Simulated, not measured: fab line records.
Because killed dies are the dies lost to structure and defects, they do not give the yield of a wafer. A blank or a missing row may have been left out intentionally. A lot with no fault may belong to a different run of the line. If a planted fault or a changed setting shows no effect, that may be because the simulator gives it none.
One fault seen from 2 desks + flow gf180mcu + what lay behind the numbers comes last; until then each desk has only its own

## THE TOOL OWNER'S DESK: rie-diel-02
The tool's own readings at GF_HV_LDD_ETCHBACK_58 (etches Si3N4 in CH3F/O2, stops on SiO2, time 100 s, target depth 90 nm): means of the sampled wafers that have a number, for each lot that ran on this tool. If a lot's mean is further than 4 standard deviations from the usual mean, the lot is out of limits and carries the mark OUT (the distance appears in the brackets).
Columns: A = drypump-motor-current-A at GF_HV_LDD_ETCHBACK_58, usual 5.6 A; B = oes-product-au at GF_HV_LDD_ETCHBACK_58, usual 0.842 a.u.; C = run-length-s at GF_HV_LDD_ETCHBACK_58, usual 128.2 s; D = throttle-valve-pct at GF_HV_LDD_ETCHBACK_58, usual 10.561 %
| lot  | first seen here | A   | B                | C                | D      |
|------|-----------------|-----|------------------|------------------|--------|
| L135 | day 13 18:09    | 5.7 | 0.834            | 128.4            | 10.557 |
| L138 | day 14 08:34    | 5.7 | 0.837            | 128.5            | 10.558 |
| L142 | day 15 21:38    | 5.8 | 0.875 (+5.1) OUT | 125.2 (-6.3) OUT | 10.574 |
| L146 | day 17 02:21    | 5.8 | 0.869 (+4.1) OUT | 125.3 (-6.1) OUT | 10.564 |
| L152 | day 19 09:37    | 5.8 | 0.838            | 128.5            | 10.562 |
| L154 | day 19 16:55    | 5.7 | 0.847            | 128.7            | 10.570 |
| L155 | day 20 06:12    | 5.7 | 0.838            | 128.4            | 10.564 |
Finding of this desk: L142, L146 out of limits; the first was L142 at day 15 21:38, on oes-product-au at GF_HV_LDD_ETCHBACK_58. In limits: L135, L138, L152, L154, L155.

## FROM THE METROLOGY DESK
Means of the sampled wafers that have a number, per lot and without regard to the tool the lot ran on: this is what the gauges read. If a lot's mean is further than 4 standard deviations from the usual mean, the lot is out of limits and carries the mark OUT (the distance appears in the brackets).
Columns: A = cd-nm at GF_HV_LDD_CD_MEAS_19, usual 400.7 nm; B = cd-nm at GF_NSD_CD_MEAS_07, usual 400.6 nm
| lot  | first seen here | A     | B     |
|------|-----------------|-------|-------|
| L132 | day 10 20:52    | 400.0 | 400.9 |
| L133 | day 11 02:59    | 401.3 | 404.1 |
| L135 | day 11 23:10    | 400.8 | 401.3 |
| L136 | day 12 06:14    | 401.2 | 399.6 |
| L138 | day 12 11:56    | 403.4 | 402.3 |
| L140 | day 13 08:56    | 402.1 | 401.2 |
| L142 | day 13 23:02    | 398.7 | 403.1 |
| L143 | day 14 08:32    | 399.9 | 400.1 |
| L146 | day 15 02:27    | 396.4 | 402.5 |
| L151 | day 16 16:38    | 400.2 | 401.1 |
| L152 | day 17 05:44    | 398.8 | 403.5 |
| L154 | day 17 12:36    | 399.0 | 398.9 |
| L155 | day 18 01:36    | 401.1 | 398.9 |
This desk's finding: nothing out of limits on any of the 13 lots.

## TAKEN TOGETHER
On L142, L146, at day 15 21:38, an alarm was possible from the tool owner's desk.
From the metrology desk's view, nothing was out of limits.
The metrology desk has L142, L146 on record, within its limits.
Of the lots named, all ran GF_HV_LDD_ETCHBACK_58 on rie-diel-02.

## WHAT THE SIMULATOR HAD INSERTED
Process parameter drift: rie-diel-02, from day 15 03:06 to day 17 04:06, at GF_HV_LDD_ETCHBACK_58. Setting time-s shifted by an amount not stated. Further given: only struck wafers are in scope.
Shown lots that were struck: L142, L146.
Hours from the fault's start to each desk's first reading out of limits: the tool owner's desk, 19.
